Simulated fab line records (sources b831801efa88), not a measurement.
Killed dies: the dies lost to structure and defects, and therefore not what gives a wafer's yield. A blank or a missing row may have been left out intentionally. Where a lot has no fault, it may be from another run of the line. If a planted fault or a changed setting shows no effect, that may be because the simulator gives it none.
Which tool did it? | flow gf180mcu | 7 lots, 21 wafers sampled, at 3 steps of a route of 602

WHAT THE GAUGES SHOWED, per wafer
GF_M2_CD_MEAS_14: target cd 280 nm.
lot  | measured     | on       | cdNm (nm)
L653 | day 19 12:11 | cdSem-02 | 276.9 278.4 278.3
L655 | day 20 11:04 | cdSem-02 | 276.3 279.6 278.4
L662 | day 23 08:17 | cdSem-02 | 280.3 280.8 281.0
L669 | day 25 10:37 | cdSem-01 | 282.0 281.3 281.5
L671 | day 25 20:56 | cdSem-01 | 281.7 280.3 281.0
L673 | day 26 14:52 | cdSem-01 | 279.6 279.5 278.7
L675 | day 27 02:32 | cdSem-02 | 280.7 279.4 280.5

WHICH TOOL RAN EACH LOT (tool, then ch and the chambers of the sampled wafers, then the start)
lot  | GF_NSD_COAT_02                   | GF_M2_SPUTTER_02
L653 | lithoTrack-04 ch 0, day 13 05:11 | pvdSputter-04, day 18 11:52
L655 | lithoTrack-04 ch 0, day 13 23:31 | pvdSputter-01, day 19 10:32
L662 | lithoTrack-01 ch 0, day 16 13:06 | pvdSputter-03, day 22 08:52
L669 | lithoTrack-03 ch 0, day 18 18:38 | pvdSputter-03, day 24 12:26
L671 | lithoTrack-01 ch 0, day 19 07:18 | pvdSputter-01, day 24 23:46
L673 | lithoTrack-03 ch 0, day 20 02:41 | pvdSputter-04, day 25 17:16
L675 | lithoTrack-01 ch 0, day 20 16:54 | pvdSputter-04, day 26 06:38
- GF_NSD_COAT_02: resist thk 1000 nm.
- GF_M2_SPUTTER_02: material AlCu, target thk 450 nm, time 23.9 s.

THE ANSWER, worked out from the rows above alone
Rule: what is usual is taken from the lots themselves. Put in order of their means at a reading, lots are off if they are a third of the lots or fewer, leave a main group of 4 or more, and stand apart from it by a gap of 3 or more times the standard deviation of the main group's means; of several such gaps the widest counts. If all means in a main group match to the digits the tables above print for the reading, that group is not used. A lot without any number at a reading at which 4 lots or more have one is off too. Any other lot the step has rows for is counted as sound.
Across all readings shown, no lot is off: no conclusion can be drawn from this.

WHAT WAS PUT IN BY THE SIMULATOR
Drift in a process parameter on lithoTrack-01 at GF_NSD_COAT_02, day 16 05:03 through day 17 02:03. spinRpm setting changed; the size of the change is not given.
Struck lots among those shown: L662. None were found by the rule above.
